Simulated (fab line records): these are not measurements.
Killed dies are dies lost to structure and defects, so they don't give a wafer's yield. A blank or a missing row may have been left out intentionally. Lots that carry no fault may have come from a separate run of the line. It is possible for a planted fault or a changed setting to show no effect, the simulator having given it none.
Which tool did it? / flow gf180mcu / 45 wafers from 15 lots sampled at 4 of the route's 602 steps

WHAT THE GAUGES READ, wafer by wafer
GF_V3_THK_MEAS_01. Usual: V3_CVD_00_THK 599 nm, standard deviation 5.3.
lot=L169; measured=day 21 07:29; on=film-metro-01; V3_CVD_00_THK (nm)=602 597 601; flag=
lot=L170; measured=day 21 19:34; on=film-metro-03; V3_CVD_00_THK (nm)=596 601 599; flag=
lot=L171; measured=day 22 11:44; on=film-metro-03; V3_CVD_00_THK (nm)=605 602 607; flag=
lot=L172; measured=day 22 23:10; on=film-metro-04; V3_CVD_00_THK (nm)=608 608 606; flag=
lot=L173; measured=day 23 06:50; on=film-metro-04; V3_CVD_00_THK (nm)=594 591 588; flag=
lot=L174; measured=day 23 13:54; on=film-metro-01; V3_CVD_00_THK (nm)=598 603 595; flag=
lot=L175; measured=day 23 19:11; on=film-metro-01; V3_CVD_00_THK (nm)=606 595 610; flag=
lot=L178; measured=day 25 00:38; on=film-metro-01; V3_CVD_00_THK (nm)=590 598 599; flag=
lot=L179; measured=day 25 04:56; on=film-metro-01; V3_CVD_00_THK (nm)=602 605 602; flag=
lot=L180; measured=day 25 20:38; on=film-metro-01; V3_CVD_00_THK (nm)=598 604 596; flag=
lot=L181; measured=day 25 23:43; on=film-metro-04; V3_CVD_00_THK (nm)=595 597 597; flag=
lot=L186; measured=day 27 18:53; on=film-metro-04; V3_CVD_00_THK (nm)=599 607 601; flag=
lot=L187; measured=day 28 16:55; on=film-metro-03; V3_CVD_00_THK (nm)=601 601 591; flag=
lot=L188; measured=day 28 18:02; on=film-metro-01; V3_CVD_00_THK (nm)=594 603 602; flag=
lot=L192; measured=day 29 11:56; on=film-metro-03; V3_CVD_00_THK (nm)=597 601 599; flag=

WHICH TOOL RAN EACH LOT (tool, then ch and the chambers of the sampled wafers, then the start)
lot=L169; GF_LVPWELL_DEVELOP_06=litho-track-01 ch 0, day 3 21:00; GF_V1_ETCH_16=rie-diel-04 ch 1,2,3, day 18 03:04; GF_M3_SPUTTER_04=pvd-sputter-03, day 20 06:16
lot=L170; GF_LVPWELL_DEVELOP_06=litho-track-04 ch 0, day 4 03:00; GF_V1_ETCH_16=rie-diel-04 ch 1,2,3, day 18 13:34; GF_M3_SPUTTER_04=pvd-sputter-01, day 20 18:59
lot=L171; GF_LVPWELL_DEVELOP_06=litho-track-01 ch 0, day 4 07:00; GF_V1_ETCH_16=rie-diel-02 ch 0,1,2, day 19 06:31; GF_M3_SPUTTER_04=pvd-sputter-02, day 21 11:14
lot=L172; GF_LVPWELL_DEVELOP_06=litho-track-04 ch 0, day 4 14:00; GF_V1_ETCH_16=rie-diel-01 ch 0,1,3, day 19 17:31; GF_M3_SPUTTER_04=pvd-sputter-01, day 21 22:52
lot=L173; GF_LVPWELL_DEVELOP_06=litho-track-04 ch 0, day 4 20:00; GF_V1_ETCH_16=rie-diel-02 ch 0,2,3, day 20 01:55; GF_M3_SPUTTER_04=pvd-sputter-02, day 22 06:25
lot=L174; GF_LVPWELL_DEVELOP_06=litho-track-02 ch 0, day 4 23:00; GF_V1_ETCH_16=rie-diel-04 ch 0,2,3, day 20 09:19; GF_M3_SPUTTER_04=pvd-sputter-01, day 22 14:28
lot=L175; GF_LVPWELL_DEVELOP_06=litho-track-01 ch 0, day 5 07:00; GF_V1_ETCH_16=rie-diel-01 ch 0,2, day 20 14:51; GF_M3_SPUTTER_04=pvd-sputter-01, day 22 19:21
lot=L178; GF_LVPWELL_DEVELOP_06=litho-track-04 ch 0, day 6 01:00; GF_V1_ETCH_16=rie-diel-01 ch 0,1, day 21 23:10; GF_M3_SPUTTER_04=pvd-sputter-02, day 24 02:47
lot=L179; GF_LVPWELL_DEVELOP_06=litho-track-01 ch 0, day 6 05:00; GF_V1_ETCH_16=rie-diel-02 ch 0,2,3, day 22 07:04; GF_M3_SPUTTER_04=pvd-sputter-03, day 24 09:07
lot=L180; GF_LVPWELL_DEVELOP_06=litho-track-01 ch 0, day 6 09:00; GF_V1_ETCH_16=rie-diel-04 ch 0,1,2, day 22 14:16; GF_M3_SPUTTER_04=pvd-sputter-01, day 24 23:53
lot=L181; GF_LVPWELL_DEVELOP_06=litho-track-01 ch 0, day 6 18:00; GF_V1_ETCH_16=rie-diel-04 ch 2,3, day 22 20:52; GF_M3_SPUTTER_04=pvd-sputter-02, day 25 01:37
lot=L186; GF_LVPWELL_DEVELOP_06=litho-track-04, day 7 19:00; GF_V1_ETCH_16=rie-diel-02 ch 1,3, day 24 20:01; GF_M3_SPUTTER_04=pvd-sputter-01, day 26 21:15
lot=L187; GF_LVPWELL_DEVELOP_06=litho-track-01, day 8 04:00; GF_V1_ETCH_16=rie-diel-02 ch 0,1, day 25 21:44; GF_M3_SPUTTER_04=pvd-sputter-01, day 27 20:12
lot=L188; GF_LVPWELL_DEVELOP_06=litho-track-02, day 8 12:00; GF_V1_ETCH_16=rie-diel-02 ch 1,3, day 25 23:07; GF_M3_SPUTTER_04=pvd-sputter-01, day 27 21:04
lot=L192; GF_LVPWELL_DEVELOP_06=litho-track-02 ch 0, day 9 08:00; GF_V1_ETCH_16=rie-diel-01 ch 0,1,2, day 26 18:31; GF_M3_SPUTTER_04=pvd-sputter-02, day 28 16:00
- GF_LVPWELL_DEVELOP_06: develop time 60 s.
- GF_V1_ETCH_16: etches BARC in N2/H2.
- GF_M3_SPUTTER_04: material TiN, target thk 50 nm, time 41.7 s.

WHAT THE TOOLS THEMSELVES READ (means of the sampled wafers that have a number; where no wafer has one, the mark that the record gives instead)
GF_LVPWELL_DEVELOP_06. Usual: chill-plate-temp-C 23.02 C, standard deviation 0.11; resist-line-temp-C 23.00 C, standard deviation 0.1.
lot=L169; tool=litho-track-01; chill-plate-temp-C (C)=22.99; resist-line-temp-C (C)=22.91; flag=
lot=L170; tool=litho-track-04; chill-plate-temp-C (C)=22.86; resist-line-temp-C (C)=23.03; flag=
lot=L171; tool=litho-track-01; chill-plate-temp-C (C)=23.16; resist-line-temp-C (C)=22.89; flag=
lot=L172; tool=litho-track-04; chill-plate-temp-C (C)=23.03; resist-line-temp-C (C)=22.85; flag=
lot=L173; tool=litho-track-04; chill-plate-temp-C (C)=23.00; resist-line-temp-C (C)=23.01; flag=
lot=L174; tool=litho-track-02; chill-plate-temp-C (C)=23.10; resist-line-temp-C (C)=23.10; flag=
lot=L175; tool=litho-track-01; chill-plate-temp-C (C)=23.04; resist-line-temp-C (C)=23.00; flag=
lot=L178; tool=litho-track-04; chill-plate-temp-C (C)=22.93; resist-line-temp-C (C)=23.07; flag=
lot=L179; tool=litho-track-01; chill-plate-temp-C (C)=23.12; resist-line-temp-C (C)=22.96; flag=
lot=L180; tool=litho-track-01; chill-plate-temp-C (C)=22.99; resist-line-temp-C (C)=23.05; flag=
lot=L181; tool=litho-track-01; chill-plate-temp-C (C)=22.83; resist-line-temp-C (C)=23.04; flag=
lot=L186; tool=litho-track-04; chill-plate-temp-C (C)=-; resist-line-temp-C (C)=-; flag=OFF
lot=L187; tool=litho-track-01; chill-plate-temp-C (C)=-; resist-line-temp-C (C)=-; flag=OFF
lot=L188; tool=litho-track-02; chill-plate-temp-C (C)=-; resist-line-temp-C (C)=-; flag=OFF
lot=L192; tool=litho-track-02; chill-plate-temp-C (C)=22.76; resist-line-temp-C (C)=23.05; flag=

GF_V1_ETCH_16. Usual: drypump-motor-current-A 5.7 A, standard deviation 0.38; oes-product-au 0.854 a.u., standard deviation 0.0052; throttle-valve-pct 13.223 %, standard deviation 0.0091.
lot=L169; tool=rie-diel-04; drypump-motor-current-A (A)=5.8; oes-product-au (a.u.)=0.854; throttle-valve-pct (%)=13.222; flag=
lot=L170; tool=rie-diel-04; drypump-motor-current-A (A)=5.7; oes-product-au (a.u.)=0.859; throttle-valve-pct (%)=13.228; flag=
lot=L171; tool=rie-diel-02; drypump-motor-current-A (A)=5.7; oes-product-au (a.u.)=0.850; throttle-valve-pct (%)=13.230; flag=
lot=L172; tool=rie-diel-01; drypump-motor-current-A (A)=5.8; oes-product-au (a.u.)=0.855; throttle-valve-pct (%)=13.231; flag=
lot=L173; tool=rie-diel-02; drypump-motor-current-A (A)=5.8; oes-product-au (a.u.)=0.852; throttle-valve-pct (%)=13.223; flag=
lot=L174; tool=rie-diel-04; drypump-motor-current-A (A)=5.9; oes-product-au (a.u.)=0.851; throttle-valve-pct (%)=13.231; flag=
lot=L175; tool=rie-diel-01; drypump-motor-current-A (A)=5.1; oes-product-au (a.u.)=0.855; throttle-valve-pct (%)=13.222; flag=
lot=L178; tool=rie-diel-01; drypump-motor-current-A (A)=5.6; oes-product-au (a.u.)=0.851; throttle-valve-pct (%)=13.225; flag=
lot=L179; tool=rie-diel-02; drypump-motor-current-A (A)=5.8; oes-product-au (a.u.)=0.854; throttle-valve-pct (%)=13.230; flag=
lot=L180; tool=rie-diel-04; drypump-motor-current-A (A)=5.8; oes-product-au (a.u.)=0.855; throttle-valve-pct (%)=13.226; flag=
lot=L181; tool=rie-diel-04; drypump-motor-current-A (A)=5.9; oes-product-au (a.u.)=0.854; throttle-valve-pct (%)=13.225; flag=
lot=L186; tool=rie-diel-02; drypump-motor-current-A (A)=5.9; oes-product-au (a.u.)=0.854; throttle-valve-pct (%)=13.222; flag=
lot=L187; tool=rie-diel-02; drypump-motor-current-A (A)=5.7; oes-product-au (a.u.)=0.854; throttle-valve-pct (%)=13.209; flag=
lot=L188; tool=rie-diel-02; drypump-motor-current-A (A)=5.9; oes-product-au (a.u.)=0.853; throttle-valve-pct (%)=13.224; flag=
lot=L192; tool=rie-diel-01; drypump-motor-current-A (A)=5.6; oes-product-au (a.u.)=0.859; throttle-valve-pct (%)=13.212; flag=

GF_M3_SPUTTER_04. Usual: chamber-pressure-pa 0.3999 Pa, standard deviation 0.00076; throttle-valve-pct 29.8 %, standard deviation 0.69.
lot=L169; tool=pvd-sputter-03; chamber-pressure-pa (Pa)=0.3998; throttle-valve-pct (%)=29.5; flag=
lot=L170; tool=pvd-sputter-01; chamber-pressure-pa (Pa)=0.4001; throttle-valve-pct (%)=29.9; flag=
lot=L171; tool=pvd-sputter-02; chamber-pressure-pa (Pa)=0.4002; throttle-valve-pct (%)=29.7; flag=
lot=L172; tool=pvd-sputter-01; chamber-pressure-pa (Pa)=0.4006; throttle-valve-pct (%)=29.2; flag=
lot=L173; tool=pvd-sputter-02; chamber-pressure-pa (Pa)=0.3996; throttle-valve-pct (%)=30.3; flag=
lot=L174; tool=pvd-sputter-01; chamber-pressure-pa (Pa)=0.4000; throttle-valve-pct (%)=29.8; flag=
lot=L175; tool=pvd-sputter-01; chamber-pressure-pa (Pa)=0.3999; throttle-valve-pct (%)=29.9; flag=
lot=L178; tool=pvd-sputter-02; chamber-pressure-pa (Pa)=0.3998; throttle-valve-pct (%)=30.2; flag=
lot=L179; tool=pvd-sputter-03; chamber-pressure-pa (Pa)=0.3998; throttle-valve-pct (%)=29.4; flag=
lot=L180; tool=pvd-sputter-01; chamber-pressure-pa (Pa)=0.4003; throttle-valve-pct (%)=29.0; flag=
lot=L181; tool=pvd-sputter-02; chamber-pressure-pa (Pa)=0.4010; throttle-valve-pct (%)=29.6; flag=
lot=L186; tool=pvd-sputter-01; chamber-pressure-pa (Pa)=0.4001; throttle-valve-pct (%)=29.3; flag=
lot=L187; tool=pvd-sputter-01; chamber-pressure-pa (Pa)=0.3999; throttle-valve-pct (%)=29.8; flag=
lot=L188; tool=pvd-sputter-01; chamber-pressure-pa (Pa)=0.3992; throttle-valve-pct (%)=29.8; flag=
lot=L192; tool=pvd-sputter-02; chamber-pressure-pa (Pa)=0.4002; throttle-valve-pct (%)=30.4; flag=

THE ANSWER, worked out from the rows above alone
Rule: a lot is off if the mean of its wafers that have a number lies more than 3 standard deviations from the usual mean. A lot without any number at a reading at which 4 lots or more have one is off too. All remaining lots with rows at the step are treated as sound. Order of review: gauges by route order, followed by the tools' own readings, for which a lot's mean as printed above is used. At the first step where some lot is off, the reading lying furthest off is the one used; lots without a number count as furthest.
Off: L186, L187, L188, at GF_LVPWELL_DEVELOP_06 (chill-plate-temp-C). Without a number there: L186, L187, L188.
A tool fits if, at that step or a process step before it, it ran every lot that is off, and no sound lot after the first of them. Of those tried, none fits.

WHAT THE SIMULATOR PUT IN
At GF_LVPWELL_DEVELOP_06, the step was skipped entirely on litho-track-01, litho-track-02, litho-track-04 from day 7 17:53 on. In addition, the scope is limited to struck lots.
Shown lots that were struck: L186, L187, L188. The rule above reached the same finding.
